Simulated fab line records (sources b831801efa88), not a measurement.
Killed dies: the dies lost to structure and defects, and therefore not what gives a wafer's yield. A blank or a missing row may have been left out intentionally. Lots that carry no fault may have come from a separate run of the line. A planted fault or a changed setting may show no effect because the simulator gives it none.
Which tool did it?	flow gf180mcu	Sampling: 11 lots, 33 wafers, 2 of 602 route steps

WHAT EACH GAUGE READ, for each wafer
GF_MIM_THK_MEAS_11: measures by xrf. Usual: MIM_ALCU_THK typically reads 201.6 nm, with standard deviation 2.7.
lot	measured	on	MIM_ALCU_THK (nm)	flag
L357	day 24 11:02	filmMetro-02	200.8 202.5 202.6	
L358	day 24 18:52	filmMetro-02	198.5 197.5 199.0	
L359	day 25 06:04	filmMetro-01	203.0 202.0 203.9	
L361	day 26 00:55	filmMetro-01	203.3 200.4 202.4	
L368	day 28 05:48	filmMetro-01	205.2 204.6 207.1	
L369	day 28 14:02	filmMetro-01	200.5 198.1 202.0	
L370	day 28 19:31	filmMetro-02	202.9 204.2 202.3	
L375	day 30 02:17	filmMetro-04	195.8 199.4 199.0	
L376	day 30 07:22	filmMetro-04	203.8 204.0 201.4	
L377	day 30 15:26	filmMetro-04	201.2 205.0 201.7	
L380	day 31 07:37	filmMetro-02	206.2 204.8 205.4	

WHICH TOOL RAN EACH LOT (tool, then ch and the chambers of the sampled wafers, then the start)
lot	GF_V4_CVD_23
L357	cvdW-02 ch 0, day 24 09:48
L358	cvdW-02 ch 0,1, day 24 17:44
L359	cvdW-01 ch 0,1, day 25 04:58
L361	cvdW-02 ch 1, day 25 23:37
L368	cvdW-01 ch 0, day 28 04:40
L369	cvdW-02 ch 0,1, day 28 12:55
L370	cvdW-02 ch 0,1, day 28 18:23
L375	cvdW-02 ch 0,1, day 30 01:10
L376	cvdW-01 ch 0,1, day 30 06:13
L377	cvdW-01 ch 0,1, day 30 14:18
L380	cvdW-01 ch 0,1, day 31 06:30
- GF_V4_CVD_23: deposits W, target thk 350 nm, time 104.9 s.

AS READ BY THE TOOLS THEMSELVES (means over the sampled wafers that have a number; for cases with no such wafer, the mark the record gives instead)
GF_V4_CVD_23. Usual: 883 W for heaterPowerW, sd 100.
lot	tool	heaterPowerW (W)	flag
L357	cvdW-02	843	
L358	cvdW-02	828	
L359	cvdW-01	934	
L361	cvdW-02	754	
L368	cvdW-01	1034	
L369	cvdW-02	808	
L370	cvdW-02	785	
L375	cvdW-02	811	
L376	cvdW-01	987	
L377	cvdW-01	934	
L380	cvdW-01	986	

THE ANSWER, worked out from the rows above alone
Rule: a lot is off if the mean of its wafers that have a number lies more than 3 standard deviations from the usual mean. A lot without any number at a reading at which 4 lots or more have one is off too. The other lots that the step has rows for count as sound. First the gauges in route order, then the tools' own readings, where a lot's mean is used as printed above. At the first step where some lot is off, the reading lying furthest off is the one used; lots without a number count as furthest.
No lot is off on any of the readings shown, so nothing can be concluded from this.

WHAT THE SIMULATOR HAD PUT IN
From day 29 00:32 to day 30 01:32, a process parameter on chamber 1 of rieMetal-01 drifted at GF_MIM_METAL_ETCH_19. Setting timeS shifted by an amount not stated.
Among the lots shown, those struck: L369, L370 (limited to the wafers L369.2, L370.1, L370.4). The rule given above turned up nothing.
